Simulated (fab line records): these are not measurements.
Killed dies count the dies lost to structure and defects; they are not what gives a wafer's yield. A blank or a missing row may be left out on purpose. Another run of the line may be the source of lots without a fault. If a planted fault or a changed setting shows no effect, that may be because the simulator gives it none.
Problem report, 8D (eight disciplines) form, completed by code    flow gf180mcu    the parts of the form that need people (team, actions taken, sign-off) are left out

== 1. THE ISSUE ==
rf fwd power W at GF_STI_ETCH_14 reads a mean of 499.8 W on 6 wafers of 2 lots; wafers without a fault read 596.7 W with a standard deviation of 2. That is -48 standard deviations from the usual mean.
The step: etches Si in HBr/Cl2/O2, target depth 360 nm, time 102.9 s.
First seen on wafer L378.1, day 2 22:17, on rie si-02. The record has a number at this step for 39 wafers belonging to 13 lots. The rule behind "out" and "out of limits": a value lying over 4 standard deviations away from the usual mean. Any other wafer with a number is counted as sound.

== 2. WHAT IT IS; WHAT IT IS NOT ==
question                     is                      is not
which readings at this step  rf fwd power W          drypump motor current A
which lots                   L378, L380              L374, L375, L376, L377, L388, L389, L392, L394, L395, L396, L397
which wafers of those lots   all that have a number  -
read on which tools          rie si-02               rie si-01
when                         from day 2 22:17        up to then (12 sound wafers); but 21 sound wafers of L388, L389, L392, L394, L395, L396, L397 came after

== 3. WHAT RULES OUT EACH SUSPECT ==
Counting: any tool at a process step up to the reading is kept as a suspect provided that every lot that is out went through it and no sound lot did after the first of them.
- rie si-02 at GF_STI_ETCH_14 (etches Si in HBr/Cl2/O2, target depth 360 nm, time 102.9 s): ruled out as a lasting fault. After its first lot that is out, L378 (day 2 22:17), sound lots L392, L397 ran on it.
Left after counting: nothing in the record.

== 4. THE CAUSE (what the simulator had put in) ==
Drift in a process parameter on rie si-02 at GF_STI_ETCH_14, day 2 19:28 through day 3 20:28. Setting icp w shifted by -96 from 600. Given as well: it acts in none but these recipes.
Counting ruled it out, wrongly.

== 5. THE CHAIN OF EFFECTS, in route order ==
Each row: a reading where the mean over the struck wafers with a number is more than 3 standard deviations away from the usual. Only readings for which the record gives a usual standard deviation are gone through. hours: the time from each lot's start at the first step in this table that gives one to its start at this step, as a median over the lots. sigmas: the change in usual standard deviations.
hours  step            reading         usual       on struck wafers  change  sigmas
0      GF_STI_ETCH_14  oes product au  1.007 a.u.  0.961             -0.046  -3.3
0      GF_STI_ETCH_14  rf fwd power W  596.7 W     499.8             -96.9   -48
Process steps it contains:
- GF_STI_ETCH_14: etches Si in HBr/Cl2/O2, target depth 360 nm, time 102.9 s.
Later steps that measure or inspect, where all struck wafers having a row at the step show a number for every such reading and not one has moved that far: GF_VT_IMPLANT_OVL_MEAS_40.

== 6. WHAT WOULD HAVE CAUGHT IT SOONER ==
First out-of-limits reading in this record: day 2 22:17, which is 3 hours after fault onset at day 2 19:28.
